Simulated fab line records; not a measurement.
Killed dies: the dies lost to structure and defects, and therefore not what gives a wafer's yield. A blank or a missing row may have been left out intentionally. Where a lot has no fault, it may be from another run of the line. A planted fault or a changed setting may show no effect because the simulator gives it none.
fab line records    flow sky130
record lots=13  wafers=39  last_day=50
route steps=708 shown FIELD_ISO@14 NWELL@34 DNWELL@44 PWDE@53
lots that met no fault: taken from a fault-free run of the same line
start_h: start of the lot's first displayed wafer, in hours after the record's first day    wait_h: how many hours have passed since the lot's step before this one    " the same as in the row above    L1.1+2: several wafers, shown together as one row    - value missing, or start not given    * or withheld: withheld    < > ~ a bound
route shown NAME@n: names a module that has steps shown in the file, with the first one's number in the route    usual: mean/standard deviation taken from wafers without a fault    same: alike in all rows    chamber/n: place in a boat    sites: each site's reading    _std_site: standard deviation across them    _edge_site: outer sites' mean less inner sites'    radius_mm: for every site, how far away it sits from the centre of the wafer    mask NAME#n: copy n    behind: the last tool/chamber to shape the wafer    hold: the reason the lot was held/the length of the hold in hours/how it ended    device: transistor that didn't switch, given as n, p or np    end of line: tests of these same wafers at the route's end    for a step that has no rows: nothing shown but its recipe    killed: count of dies lost to structure and defects at first sort (not the wafer's yield)    map: per-die view of a wafer (x killed, . not killed, _ where there is no die)
set.NAME: the run value of the setting; set.NAME@STEP: its run value at that earlier step    model.NAME: the simulator's own value behind a step, which no gauge read
one table for each step of the route and one row for each wafer, over a sample of lots
services: when a tool's chamber went out of use (start_h, in hours from the record's first day, below 0 if earlier), for how many hours, and the reason
## steps
# step SKY_FIELD_ISO_CD_MEAS_13
# recipe target_cd_nm=150
# usual cd_nm=150.0/1.6
lot.wafer  tool       chamber  start_h  wait_h  cd_nm
L445.2     cd_sem-02  -        26.81    -       148.6
L445.4     "          -        "        "       149.1
L445.5     "          -        "        "       149.5
L446.2     cd_sem-01  -        35.79    -       149.0
L446.3     "          -        "        "       147.8
L446.5     "          -        "        "       149.2
L450.3     cd_sem-01  -        56.28    -       148.3
L450.4     "          -        "        "       147.7
L450.5     "          -        "        "       147.8
L451.2     cd_sem-01  -        59.39    -       149.9
L451.4     "          -        "        "       150.1
L451.6     "          -        "        "       148.5
L453.2     cd_sem-02  -        68.79    -       149.9
L453.3     "          -        "        "       148.7
L453.4     "          -        "        "       148.9
L455.1     cd_sem-01  -        82.01    -       149.5
L455.3     "          -        "        "       148.9
L455.4     "          -        "        "       148.0
L456.1     cd_sem-02  -        86.82    -       153.6
L456.2     "          -        "        "       151.3
L456.4     "          -        "        "       150.6
L457.2     cd_sem-02  -        93.44    -       149.9
L457.3     "          -        "        "       147.7
L457.6     "          -        "        "       149.3
L461.1     cd_sem-02  -        112.54   -       150.2
L461.5     "          -        "        "       149.8
L461.6     "          -        "        "       149.4
L463.1     cd_sem-01  -        123.66   -       150.0
L463.4     "          -        "        "       150.2
L463.5     "          -        "        "       148.9
L466.1     cd_sem-02  -        139.39   -       150.8
L466.2     "          -        "        "       152.7
L466.6     "          -        "        "       150.0
L467.1     cd_sem-01  -        141.67   -       147.9
L467.4     "          -        "        "       148.1
L467.6     "          -        "        "       147.9
L468.2     cd_sem-01  -        146.69   -       152.2
L468.5     "          -        "        "       151.0
L468.6     "          -        "        "       149.8
# step SKY_NWELL_THK_MEAS_02
# recipe reads=SiO2_of_NWELL_OXIDATION_01
# usual NWELL_OXIDATION_THK=10.09/0.18
lot.wafer  tool           chamber  start_h  wait_h  NWELL_OXIDATION_THK[nm]
L445.2     film_metro-03  -        33.28    0.0     10.01
L445.4     "              -        "        "       10.04
L445.5     "              -        "        "       10.02
L446.2     film_metro-03  -        42.80    0.0     9.96
L446.3     "              -        "        "       9.79
L446.5     "              -        "        "       9.98
L450.3     film_metro-04  -        63.90    0.0     9.89
L450.4     "              -        "        "       9.97
L450.5     "              -        "        "       9.80
L451.2     film_metro-03  -        65.84    0.0     10.06
L451.4     "              -        "        "       10.07
L451.6     "              -        "        "       9.88
L453.2     film_metro-04  -        77.84    0.0     10.04
L453.3     "              -        "        "       9.95
L453.4     "              -        "        "       9.95
L455.1     film_metro-03  -        88.38    0.0     9.69
L455.3     "              -        "        "       9.53
L455.4     "              -        "        "       9.71
L456.1     film_metro-03  -        93.03    0.0     10.27
L456.2     "              -        "        "       10.23
L456.4     "              -        "        "       10.11
L457.2     film_metro-01  -        100.23   0.0     10.25
L457.3     "              -        "        "       10.11
L457.6     "              -        "        "       10.27
L461.1     film_metro-04  -        119.18   0.0     10.02
L461.5     "              -        "        "       10.08
L461.6     "              -        "        "       10.05
L463.1     film_metro-03  -        129.73   0.0     10.02
L463.4     "              -        "        "       10.06
L463.5     "              -        "        "       10.01
L466.1     film_metro-03  -        145.47   0.0     10.13
L466.2     "              -        "        "       10.34
L466.6     "              -        "        "       10.20
L467.1     film_metro-01  -        149.71   0.0     10.33
L467.4     "              -        "        "       10.28
L467.6     "              -        "        "       10.22
L468.2     film_metro-01  -        153.04   0.0     10.19
L468.5     "              -        "        "       10.16
L468.6     "              -        "        "       10.14
# step SKY_DNWELL_TW_MEAS_09
# usual DNWELL_TW=1109/14
lot.wafer  tool           chamber  start_h  wait_h  DNWELL_TW
L445.2     film_metro-01  -        48.22    0.1     1116
L445.4     "              -        "        "       1114
L445.5     "              -        "        "       1114
L446.2     film_metro-04  -        58.33    0.1     1102
L446.3     "              -        "        "       1095
L446.5     "              -        "        "       1092
L450.3     film_metro-04  -        79.64    0.1     1095
L450.4     "              -        "        "       1095
L450.5     "              -        "        "       1093
L451.2     film_metro-04  -        82.15    0.1     1092
L451.4     "              -        "        "       1086
L451.6     "              -        "        "       1093
L453.2     film_metro-01  -        95.27    0.1     1119
L453.3     "              -        "        "       1112
L453.4     "              -        "        "       1114
L455.1     film_metro-04  -        105.26   0.1     1086
L455.3     "              -        "        "       1091
L455.4     "              -        "        "       1089
L456.1     film_metro-03  -        110.76   0.1     1120
L456.2     "              -        "        "       1133
L456.4     "              -        "        "       1122
L457.2     film_metro-04  -        119.38   0.1     1093
L457.3     "              -        "        "       1096
L457.6     "              -        "        "       1092
L461.1     film_metro-01  -        138.25   0.1     1106
L461.5     "              -        "        "       1104
L461.6     "              -        "        "       1109
L463.1     film_metro-03  -        148.65   0.1     1124
L463.4     "              -        "        "       1123
L463.5     "              -        "        "       1117
L466.1     film_metro-01  -        165.41   0.1     1107
L466.2     "              -        "        "       1104
L466.6     "              -        "        "       1106
L467.1     film_metro-03  -        170.11   0.1     1121
L467.4     "              -        "        "       1124
L467.6     "              -        "        "       1126
L468.2     film_metro-01  -        173.77   0.1     1116
L468.5     "              -        "        "       1115
L468.6     "              -        "        "       1111
# step SKY_PWDE_IMPLANT_08
# recipe species=B  energy_kev=150  dose_cm2=3.6e+12  tilt_deg=withheld
# usual dose_ions_cm2=3.6e+12/3.7e+09
lot.wafer  tool          chamber  start_h  wait_h  dose_ions_cm2
L445.2     implanter-03  0        64.28    0.0     3.599e+12
L445.4     "             0        "        "       3.593e+12
L445.5     "             0        "        "       3.596e+12
L446.2     implanter-04  0        73.85    0.0     3.598e+12
L446.3     "             0        "        "       3.6e+12
L446.5     "             0        "        "       3.603e+12
L450.3     implanter-03  0        97.16    0.1     3.606e+12
L450.4     "             0        "        "       3.598e+12
L450.5     "             0        "        "       3.601e+12
L451.2     implanter-04  0        99.53    0.0     3.603e+12
L451.4     "             0        "        "       3.603e+12
L451.6     "             0        "        "       3.6e+12
L453.2     implanter-03  0        112.98   0.0     3.463e+12
L453.3     "             0        "        "       3.466e+12
L453.4     "             0        "        "       3.473e+12
L455.1     implanter-03  0        123.71   0.0     3.466e+12
L455.3     "             0        "        "       3.474e+12
L455.4     "             0        "        "       3.468e+12
L456.1     implanter-03  0        129.86   0.0     3.474e+12
L456.2     "             0        "        "       3.466e+12
L456.4     "             0        "        "       3.464e+12
L457.2     implanter-04  0        137.70   0.0     3.599e+12
L457.3     "             0        "        "       3.602e+12
L457.6     "             0        "        "       3.601e+12
L461.1     implanter-04  0        157.81   0.0     3.606e+12
L461.5     "             0        "        "       3.601e+12
L461.6     "             0        "        "       3.6e+12
L463.1     implanter-04  0        168.14   0.0     3.605e+12
L463.4     "             0        "        "       3.608e+12
L463.5     "             0        "        "       3.605e+12
L466.1     implanter-03  0        185.43   0.0     3.601e+12
L466.2     "             0        "        "       3.605e+12
L466.6     "             0        "        "       3.604e+12
L467.1     implanter-02  0        190.61   0.0     3.595e+12
L467.4     "             0        "        "       3.596e+12
L467.6     "             0        "        "       3.595e+12
L468.2     implanter-03  0        194.30   0.0     3.602e+12
L468.5     "             0        "        "       3.601e+12
L468.6     "             0        "        "       3.604e+12
# step SKY_NWELL_RS_MEAS_31
# recipe thk_meas_gauge=four-point-probe
# usual PWDE_RS=5279/20
lot.wafer  tool           chamber  start_h  wait_h  PWDE_RS[ohm/sq]
L445.2     film_metro-04  -        98.85    0.1     5283
L445.4     "              -        "        "       5305
L445.5     "              -        "        "       5277
L446.2     film_metro-03  -        109.75   0.1     5262
L446.3     "              -        "        "       5301
L446.5     "              -        "        "       5283
L450.3     film_metro-03  -        135.84   0.1     5268
L450.4     "              -        "        "       5255
L450.5     "              -        "        "       5280
L451.2     film_metro-03  -        138.16   0.1     5295
L451.4     "              -        "        "       5278
L451.6     "              -        "        "       5274
L453.2     film_metro-03  -        152.76   0.1     5457
L453.3     "              -        "        "       5450
L453.4     "              -        "        "       5458
L455.1     film_metro-04  -        163.04   0.1     5443
L455.3     "              -        "        "       5420
L455.4     "              -        "        "       5423
L456.1     film_metro-03  -        170.95   0.1     5415
L456.2     "              -        "        "       5404
L456.4     "              -        "        "       5413
L457.2     film_metro-04  -        177.56   0.1     5249
L457.3     "              -        "        "       5248
L457.6     "              -        "        "       5244
L461.1     film_metro-03  -        198.99   0.1     5283
L461.5     "              -        "        "       5289
L461.6     "              -        "        "       5285
L463.1     film_metro-01  -        210.79   0.1     5290
L463.4     "              -        "        "       5314
L463.5     "              -        "        "       5287
L466.1     film_metro-01  -        230.03   0.1     5299
L466.2     "              -        "        "       5282
L466.6     "              -        "        "       5263
L467.1     film_metro-01  -        235.24   0.1     5326
L467.4     "              -        "        "       5318
L467.6     "              -        "        "       5331
L468.2     film_metro-03  -        238.66   0.1     5269
L468.5     "              -        "        "       5267
L468.6     "              -        "        "       5255
## services
tool          chamber  start_h  hours  kind
implanter-03  -        43.66    2.1    pm
implanter-04  -        81.20    4.1    pm
implanter-02  -        95.58    3.3    repair
implanter-02  -        99.23    0.7    repair
implanter-04  -        158.71   3.1    pm
implanter-02  -        191.49   104.6  pm
## key
first_sign step=SKY_PWDE_IMPLANT_08  reading=dose_ions_cm2  direction=down  sigmas=36  usual=*  struck=*
effect step=SKY_NWELL_RS_MEAS_31  reading=PWDE_RS  direction=up  sigmas=7.7  usual=5279  struck=5431
met_at SKY_PWDE_IMPLANT_08
struck_lots L453,L455,L456
tester_left_out L453,L455,L456
not_acting_at SKY_FIELD_ISO_CD_MEAS_13,SKY_NWELL_THK_MEAS_02,SKY_DNWELL_TW_MEAS_09
onset_between 97.16 112.98
fault kind=process_parameter_drift  tool=implanter-03  chamber=-  onset_h=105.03  steps=SKY_PWDE_IMPLANT_08  channel=dose_cm2  offset=*  shape=step  end_h=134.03  acts_in=*  stated=*
# tester_left_out: of these lots the tester's yield and bins aren't shown, on N5 and GAA mostly nor the transistor test; their killed dies are dies lost to structure and defects alone, not to doping, threshold or leakage, so they don't give the yield
